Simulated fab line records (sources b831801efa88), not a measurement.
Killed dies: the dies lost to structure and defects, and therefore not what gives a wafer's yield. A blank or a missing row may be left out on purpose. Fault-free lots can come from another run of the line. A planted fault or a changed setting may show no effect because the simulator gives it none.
Code-filled problem report in 8D (eight disciplines) form | flow gf180mcu | the parts of the form that need people (team, actions taken, sign-off) are left out

1. WHAT WENT WRONG
Across 6 wafers from 2 lots, V2_W_RS at GF_V2_RS_MEAS_24 averages 0.301 ohm/sq, while fault-free wafers read 0.330 ohm/sq with a standard deviation of 0.0035. That puts it -8.1 standard deviations away from the usual mean.
The step: measures by four-point-probe.
Seen first at day 22 12:10 on film-metro-04, wafer L205.1. The record holds 33 wafers of 11 lots with a number at this step. Rule for "out", or "out of limits": more than 4 standard deviations from the usual mean. The other wafers with a number count as sound.

2. WHAT IT IS, WHAT IT ISN'T
question                    | is                     | is not
which readings at this step | V2_W_RS                | -
which lots                  | L205, L208             | L201, L206, L215, L217, L218, L219, L220, L222, L223
which wafers of those lots  | all that have a number | -
read on which gauges        | film-metro-04          | film-metro-01, film-metro-02
when                        | from day 22 12:10      | up to then (3 sound wafers); but 24 sound wafers of L206, L215, L217, L218, L219, L220, L222, L223 came after

3. THE SUSPECTS, EACH WITH WHAT RULES IT OUT
Counting: any tool at a process step up to the reading is kept as a suspect provided that every lot that is out went through it and no sound lot did after the first of them.
- ruled out: the gauge at GF_V2_RS_MEAS_24. All the wafers that are out were read on film-metro-04, but those of them that GF_V2_CVD_23 has rows for are out there too, on other tools.
- cvd-w-01 at GF_V2_CVD_23 (deposits W, target thk 350 nm, time 104.94 s): ruled out as a lasting fault. Sound lots L215, L217, L218, L219, L223 ran on it after its first lot that is out, L205 (day 22 12:03).
Left after counting: nothing in the record.

4. THE CAUSE (what the simulator had put in)
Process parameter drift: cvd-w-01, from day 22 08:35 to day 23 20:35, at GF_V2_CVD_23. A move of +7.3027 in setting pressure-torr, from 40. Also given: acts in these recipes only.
The count ruled it out by mistake, since the rule takes a fault to strike every lot its tool runs from the start of the fault on, and this one did not do so.

5. THE CHAIN OF EFFECTS, in route order
Rows list readings where the struck wafers' mean (over those with a number) sits beyond 3 standard deviations from the usual. Scope: only readings with a usual standard deviation given in the record; hours: median across lots of the time from each lot's start at the first step in this table that gives one to its start at this step; sigmas: change in usual standard deviations.
hours | step              | reading               | usual        | on struck wafers | change | sigmas
0     | GF_V2_CVD_23      | chamber-pressure-Torr | 40.00 Torr   | 47.27            | +7.27  | +84
0     | GF_V2_RS_MEAS_24  | V2_W_RS               | 0.330 ohm/sq | 0.301            | -0.029 | -8.1
0     | GF_V2_THK_MEAS_25 | V2_W_THK              | 341 nm       | 372              | +30    | +6.5
Process steps it contains:
- GF_V2_CVD_23: deposits W, target thk 350 nm, time 104.94 s.

6. HOW IT WOULD HAVE BEEN CAUGHT EARLIER
The first out-of-limits reading at a measuring or inspecting step in this record came at day 22 12:10, 4 hours after the fault's start at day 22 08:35.
Tool's own readings at GF_V2_CVD_23, chamber-pressure-Torr: out on all struck wafers the step has rows for; an alarm limit on them would have tripped on the first.
